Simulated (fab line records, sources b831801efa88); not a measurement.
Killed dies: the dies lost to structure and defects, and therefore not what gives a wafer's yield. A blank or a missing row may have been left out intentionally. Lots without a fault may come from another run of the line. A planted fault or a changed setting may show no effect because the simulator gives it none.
Chamber matching | flow gf180mcu | 4 sister chambers for GF_CONTACT_CMP_27 on cmp-02
The step polishes, stops on SiO2, t overpolish 15 s, target thk 0 nm. 14 wafers are shown with their chamber, then 7 later ones without.

## EACH WAFER AND ITS CHAMBER
wafer  | chamber | motor-current-A (A) | time-to-endpoint-s (s) | overpolish-run-s (s)
L232.3 | 1       | 9.3                 | 71                     | 15.010
L232.4 | 2       | 12.2                | 78                     | 14.997
L232.6 | 2       | 12.2                | 76                     | 14.992
L233.1 | 0       | 10.7                | 66                     | 14.998
L233.4 | 1       | 10.0                | 70                     | 14.991
L233.6 | 1       | 9.7                 | 72                     | 14.998
L234.1 | 0       | 10.7                | 71                     | 15.003
L234.2 | 3       | 10.8                | 80                     | 15.001
L234.6 | 3       | 10.3                | 83                     | 14.988
L236.3 | 1       | 9.5                 | 68                     | 14.996
L236.5 | 1       | 9.2                 | 68                     | 14.989
L236.6 | 2       | 11.6                | 73                     | 15.000
L245.1 | 1       | 9.5                 | 67                     | 15.000
L245.4 | 3       | 11.1                | 75                     | 14.992

SIGNATURES, as means of the wafers listed above
reading            | chamber 0 | chamber 1 | chamber 2 | chamber 3 | scatter within a chamber
motor-current-A    | 10.700    | 9.533     | 12.000    | 10.733    | 0.313
time-to-endpoint-s | 68.50     | 69.33     | 75.67     | 79.33     | 2.78
overpolish-run-s   | 15.00050  | 14.99733  | 14.99633  | 14.99367  | 0.00643
Rule: a wafer lies at a distance from a chamber equal to the root of the sum of squares, over the readings, of (its reading less the chamber's mean, divided by the reading's scatter). If the next closest chamber is less than 2 further off than the closest, the wafer can't be placed; otherwise it belongs to the closest. The scatter is the square root of a quotient: the sum, over the shown wafers, of each reading's squared deviation from its chamber's mean, divided by wafers minus chambers.

## WAFERS WITH NO CHAMBER GIVEN
wafer  | motor-current-A (A) | time-to-endpoint-s (s) | overpolish-run-s (s)
L245.6 | 9.3                 | 70                     | 14.997
L246.3 | 12.7                | 75                     | 14.984
L246.4 | 10.8                | 66                     | 14.994
L246.5 | 10.3                | 68                     | 14.998
L248.1 | 10.7                | 69                     | 14.992
L248.2 | 11.6                | 78                     | 14.989
L248.4 | 9.3                 | 72                     | 14.999

## CHAMBER TAKEN BY EACH
wafer  | from the rows above     | in truth
L245.6 | 1                       | 1
L246.3 | 2                       | 2
L246.4 | 0                       | 0
L246.5 | can't be placed: 0 or 1 | 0
L248.1 | 0                       | 0
L248.2 | can't be placed: 2 or 3 | 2
L248.4 | 1                       | 1
Correct placement for 5 of the 7. Cannot be placed on the basis of these rows: 2; the candidates contain the true chamber in 2. Wrongly placed: 0.
